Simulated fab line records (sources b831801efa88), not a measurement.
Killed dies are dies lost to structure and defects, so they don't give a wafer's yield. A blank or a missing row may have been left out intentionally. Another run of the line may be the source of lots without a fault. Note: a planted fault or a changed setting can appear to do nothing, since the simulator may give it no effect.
The tool behind it: which one? ; flow gf180mcu ; Sampling: 12 lots, 36 wafers, 3 of 602 route steps

== WHAT THE GAUGES SHOWED, per wafer ==
GF_M3_OVL_MEAS_15. Usual: M3_OVL -3 nm, standard deviation 5.4.
lot;measured;on;M3_OVL (nm);flag
L687;day 21 16:37;overlay-01;13 6 2;
L689;day 22 15:57;overlay-02;-11 -7 -11;
L690;day 22 22:46;overlay-02;-2 0 2;
L691;day 23 05:04;overlay-02;-13 -13 -5;
L697;day 25 08:58;overlay-01;-7 -8 -11;
L700;day 26 10:38;overlay-02;-3 -8 1;
L701;day 26 21:16;overlay-02;5 -1 -3;
L702;day 26 22:15;overlay-02;-4 -6 0;
L703;day 27 05:44;overlay-02;-6 -4 2;
L706;day 28 00:47;overlay-02;-6 -16 -4;
L707;day 28 09:32;overlay-02;-4 -2 -4;
L708;day 28 15:25;overlay-01;1 1 5;

GF_V3_THK_MEAS_03. Usual: V3_CVD_02_THK 847 nm, standard deviation 11.
lot;measured;on;V3_CVD_02_THK (nm);flag
L687;day 21 17:39;film-metro-04;830 828 843;
L689;day 22 16:54;film-metro-04;822 847 831;
L690;day 22 23:43;film-metro-01;835 858 861;
L691;day 23 05:59;film-metro-04;844 832 836;
L697;day 25 09:52;film-metro-02;844 855 856;
L700;day 26 11:32;film-metro-02;849 848 870;
L701;day 26 22:10;film-metro-04;832 839 832;
L702;day 26 23:09;film-metro-04;839 844 848;
L703;day 27 06:41;film-metro-01;837 843 858;
L706;day 28 01:59;film-metro-01;839 842 849;
L707;day 28 10:46;film-metro-04;853 857 855;
L708;day 28 16:22;film-metro-02;853 861 851;

== TOOL THAT RAN EACH LOT (tool first, then ch and the chambers of the sampled wafers, then the start) ==
lot;GF_M3_STRIP_17
L687;plasma-asher-03 ch 0,1, day 21 16:55
L689;plasma-asher-03 ch 0,1, day 22 16:07
L690;plasma-asher-01 ch 0,1, day 22 22:56
L691;plasma-asher-04 ch 0,1, day 23 05:14
L697;plasma-asher-01 ch 0,1, day 25 09:08
L700;plasma-asher-04 ch 0,1, day 26 10:47
L701;plasma-asher-04 ch 0,1, day 26 21:26
L702;plasma-asher-01 ch 0,1, day 26 22:25
L703;plasma-asher-01 ch 0,1, day 27 05:57
L706;plasma-asher-01 ch 0,1, day 28 01:06
L707;plasma-asher-03 ch 0,1, day 28 09:41
L708;plasma-asher-04 ch 0,1, day 28 15:35
- GF_M3_STRIP_17: strips in O2/N2.

== AS READ BY THE TOOLS THEMSELVES (means over the sampled wafers that have a number; for cases with no such wafer, the mark the record gives instead) ==
GF_M3_STRIP_17. Usual: drypump-motor-current-A 6.0 A, standard deviation 0.58; heater-power-w 326 W, standard deviation 33; oes-product-au 0.537 a.u., standard deviation 0.0042; strip-time-to-endpoint-s 7.37 s, standard deviation 0.035.
lot;tool;drypump-motor-current-A (A);heater-power-w (W);oes-product-au (a.u.);strip-time-to-endpoint-s (s);flag
L687;plasma-asher-03;6.6;350;0.539;7.33;
L689;plasma-asher-03;6.6;351;0.539;7.35;
L690;plasma-asher-01;5.8;346;0.536;7.37;
L691;plasma-asher-04;5.3;299;0.539;7.39;
L697;plasma-asher-01;5.8;350;0.538;7.36;
L700;plasma-asher-04;5.5;312;0.538;7.36;
L701;plasma-asher-04;5.5;308;0.534;7.34;
L702;plasma-asher-01;5.8;346;0.537;7.38;
L703;plasma-asher-01;5.5;318;0.534;7.35;
L706;plasma-asher-01;5.6;319;0.540;7.35;
L707;plasma-asher-03;6.6;328;0.535;7.33;
L708;plasma-asher-04;5.3;300;0.538;7.40;

== THE ANSWER, worked out from the rows above alone ==
Rule: take the mean of a lot's wafers that have a number; if it is more than 3 standard deviations from the usual mean, the lot is off. Also off: a lot with no number at a reading for which 4 or more lots have one. Where the step has rows for the other lots, those lots are counted as sound. The gauges are gone through in route order, then the tools' own readings, and for those a lot's mean is taken as printed above. The first step at which some lot is off is used, and at that step the reading that is off furthest; a lot without a number counts as furthest.
None of the lots is off at any reading shown; this tells nothing.

== WHAT HAD BEEN PUT IN BY THE SIMULATOR ==
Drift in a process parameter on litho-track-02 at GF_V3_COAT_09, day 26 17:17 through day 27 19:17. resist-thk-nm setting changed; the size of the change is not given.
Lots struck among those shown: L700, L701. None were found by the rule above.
